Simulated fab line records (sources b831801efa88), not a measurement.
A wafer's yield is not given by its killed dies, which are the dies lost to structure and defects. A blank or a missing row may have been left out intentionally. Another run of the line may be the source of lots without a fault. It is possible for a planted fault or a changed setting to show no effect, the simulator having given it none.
A lot that was struck, set against a sound lot :: flow gf180mcu :: 14 steps out of a route of 602
Sound: wafers L281.4, L281.5, L281.6. Struck: wafer L289.3 (L289.1, L289.2, from the same lot, were not struck and are left out); the cause is given at the end.
Each step with rows lists, per side, the tool, then ch with its chambers, then its first start. Under that, the readings that differ: sound wafers :: struck wafers :: difference of the means :: sigmas: that difference in standard deviations of wafers without a fault.
alike: a reading whose means differ by less than 2 such deviations, as well as words and numbers matching on both sides. not compared: withheld readings; readings where some wafer has no value; bounds like >300 that might hide an equal value; numbers whose values overlap and for which the record gives no deviation.
Wherever a step has rows on one side only, a row that says differs or no value, or a row with sigmas, the two part there. When numbers do not overlap yet have no deviation, they are printed without sigmas and do not part them. A reading that every wafer of one side lacks parts them only if that side has two wafers or more.

GF_V2_CD_MEAS_14: the cd target is 260 nm.
  sound on cd sem-01 at day 22 18:34; struck on cd sem-01 at day 25 14:38
  alike: cd nm
GF_V2_OVL_MEAS_15:
  sound on overlay-02 at day 22 18:38; struck on overlay-02 at day 25 14:46
  alike: V2_OVL
GF_V2_ETCH_16: etches BARC in N2/H2.
  sound on rie diel-04 ch 1,2,3, day 22 18:40; struck on rie diel-01 ch 1, day 25 14:48
  alike: bias w, drypump motor current A, h2 flow sccm, oes product au, throttle valve pct
GF_V2_ETCH_17: etches SiO2 in C4F8/O2/Ar, stops on TiN, target depth 630 nm.
  sound on rie diel-04 ch 1,2,3; struck on rie diel-01 ch 1
  alike: bias w, oes product au
GF_V2_STRIP_18: strips in O2/N2.
  sound on plasma asher-02 ch 0,1, day 22 18:49; struck on plasma asher-01 ch 0, day 25 14:56
reading: heater power w (W)
sound: 314 319 327
struck: 292
difference: -28
sigmas: -2
  alike: drypump motor current A, oes product au
  not compared: rf hours counter h
then, 2 steps without rows for these wafers: GF_V2_STRIP_19 (strips in post etch residue remover, time 1200 s); GF_V2_CLEAN_20 (cleans in DIW).
GF_V2_SPUTTER_21: material Ti, target thk 15 nm, time 80.02 s.
  sound on pvd sputter-04 at day 22 19:19; struck on pvd sputter-04 at day 25 15:28
  alike: throttle valve pct
then, 1 step without rows for these wafers: GF_V2_SPUTTER_22 (material TiN, target thk 10 nm, time 40 s).
GF_V2_CVD_23: deposits W, target thk 350 nm, time 104.94 s.
  sound on cvd w-01 ch 0,1, day 22 19:28; struck on cvd w-02 ch 0, day 25 15:34
  alike: heater power w
GF_V2_RS_MEAS_24: a four-point-probe measurement.
  sound on film metro-03 at day 22 19:35; struck on film metro-03 at day 25 15:41
  alike: V2_W_RS
GF_V2_THK_MEAS_25: measures by xrf.
  sound on film metro-03 at day 22 19:41; struck on film metro-03 at day 25 15:48
  alike: V2_W_THK
GF_V2_CMP_26: polishes, stops on SiO2, t overpolish 15 s, target thk 0 nm.
  sound on cmp-01 ch 0,1,2, day 22 19:52; struck on cmp-01 ch 0, day 25 15:52
reading: overpolish run s (s)
sound: 15.004 15.006 15.009
struck: 0.043
difference: -14.963
sigmas: -99 or more

reading: time to endpoint s (s)
sound: 81 88 86
struck: 129
difference: +44
sigmas: +11
  alike: motor current A
then, 1 step without rows for these wafers: GF_M3_SPUTTER_00 (material Ti, target thk 37.5 nm, time 150 s).

== WHERE THEY PART ==
At GF_V2_STRIP_18 first; at GF_V2_CMP_26 last (within this record only).

WHY: the cause the simulator had injected
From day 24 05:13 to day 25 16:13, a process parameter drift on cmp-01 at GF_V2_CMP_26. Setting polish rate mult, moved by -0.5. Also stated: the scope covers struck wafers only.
